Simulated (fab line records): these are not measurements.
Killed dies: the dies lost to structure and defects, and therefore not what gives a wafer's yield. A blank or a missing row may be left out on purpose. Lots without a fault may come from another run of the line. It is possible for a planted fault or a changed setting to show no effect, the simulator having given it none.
Struck lot and sound lot, side by side || flow gf180mcu || 15 out of 602 route steps
Sound: these wafers, L756.3, L756.4, L756.5. Wafers L764.1, L764.5, L764.6 were the ones struck. The cause is named last.
At each step with rows: each side's tool, then ch and its chambers, then its first start. Under that, the readings that differ: sound wafers || struck wafers || difference of the means || sigmas: that difference in standard deviations of wafers without a fault.
alike: a reading whose means differ by less than 2 such deviations, as well as words and numbers matching on both sides. not compared: withheld readings; readings where some wafer has no value; bounds like >300 that might hide an equal value; numbers whose values overlap and for which the record gives no deviation.
Wherever a step has rows on one side only, a row that says differs or no value, or a row with sigmas, the two part there. Numbers that don't overlap but have no deviation are shown without sigmas and don't part them. A reading that every wafer of one side lacks parts them only if that side has two wafers or more.

GF_CONTACT_OVL_MEAS_15:
  sound on overlay-01, day 18 15:10; struck on overlay-02, day 20 20:48
  alike: CONTACT_OVL
GF_CONTACT_ETCH_16: etches BARC in N2/H2.
  sound on rie diel-02 ch 1,3, day 18 15:11; struck on rie diel-01 ch 0,1,2, day 20 20:50
  alike: drypump motor current A, oes product au, throttle valve pct
then, 5 steps without rows for these wafers: GF_CONTACT_ETCH_17 (etches SiO2 in C4F8/O2/Ar, stops on CoSi2, target depth 860 nm); GF_CONTACT_STRIP_18 (strips in O2/N2); GF_CONTACT_CLEAN_19 (cleans in SPM); GF_CONTACT_CLEAN_20 (cleans in DIW); GF_CONTACT_CLEAN_21 (cleans in dHF, time 20 s).
GF_CONTACT_SPUTTER_22: material Ti, target thk 15 nm, time 80.02 s.
  sound on pvd sputter-04, day 18 15:40; struck on pvd sputter-02, day 20 21:18
  alike: cathode dc power W, throttle valve pct
GF_CONTACT_SPUTTER_23: material TiN, target thk 10 nm, time 40 s.
  sound on pvd sputter-04, day 18 15:43; struck on pvd sputter-02, day 20 21:22
  alike: cathode dc power W, throttle valve pct
GF_CONTACT_CVD_24: deposits W, target thk 300 nm, time 90.339 s.
  sound on cvd w-02 ch 0,1, day 18 15:47; struck on cvd w-02 ch 0,1, day 20 21:24
  alike: heater power w
GF_CONTACT_RS_MEAS_25: uses a four-point probe to measure.
  sound on film metro-04, day 18 15:54; struck on film metro-03, day 20 21:30
  alike: CONTACT_W_RS
GF_CONTACT_THK_MEAS_26: measures by xrf.
  sound on film metro-04, day 18 16:00; struck on film metro-03, day 20 21:37
  alike: CONTACT_W_THK
GF_CONTACT_CMP_27: polishes, stops on SiO2, t overpolish 15 s, target thk 0 nm.
  sound on cmp-01 ch 0,1,2, day 18 16:05; struck on cmp-01 ch 0,1, day 20 21:41
{"reading": "head pressure psi (psi)", "sound": "3.503 3.506 3.507", "struck": "2.854 2.871 2.854", "difference": -0.646, "sigmas": -86}
{"reading": "overpolish run s (s)", "sound": "15.006 14.997 15.009", "struck": "14.981 15.006 14.904", "difference": -0.040, "sigmas": -4}
{"reading": "time to endpoint s (s)", "sound": "70.2 69.6 73.3", "struck": "87.7 87.2 97.3", "difference": "+19.7", "sigmas": "+7"}
  alike: motor current A
GF_M1_SPUTTER_00: material Ti, target thk 37.5 nm, time 150 s.
  sound on pvd sputter-03, day 18 16:20; struck on pvd sputter-04, day 20 21:59
  alike: cathode dc power W, throttle valve pct
-- the record jumps here: 12 days lie between the struck wafers' starts before and after (it left off in module M1 and takes up again in module PASSIVATION, whose first step shown is number 602 of the route) --
GF_PASSIVATION_PROBE_99:
  record: rows for the struck wafers here (prober-01, day 32 18:26), none for the sound ones

## WHERE THEY PART
At GF_CONTACT_CMP_27 first; at GF_PASSIVATION_PROBE_99 last (within this record only).

WHY: what the simulator had put in
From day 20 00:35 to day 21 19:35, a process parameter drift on cmp-01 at GF_CONTACT_CMP_27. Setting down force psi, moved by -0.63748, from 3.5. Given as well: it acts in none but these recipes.
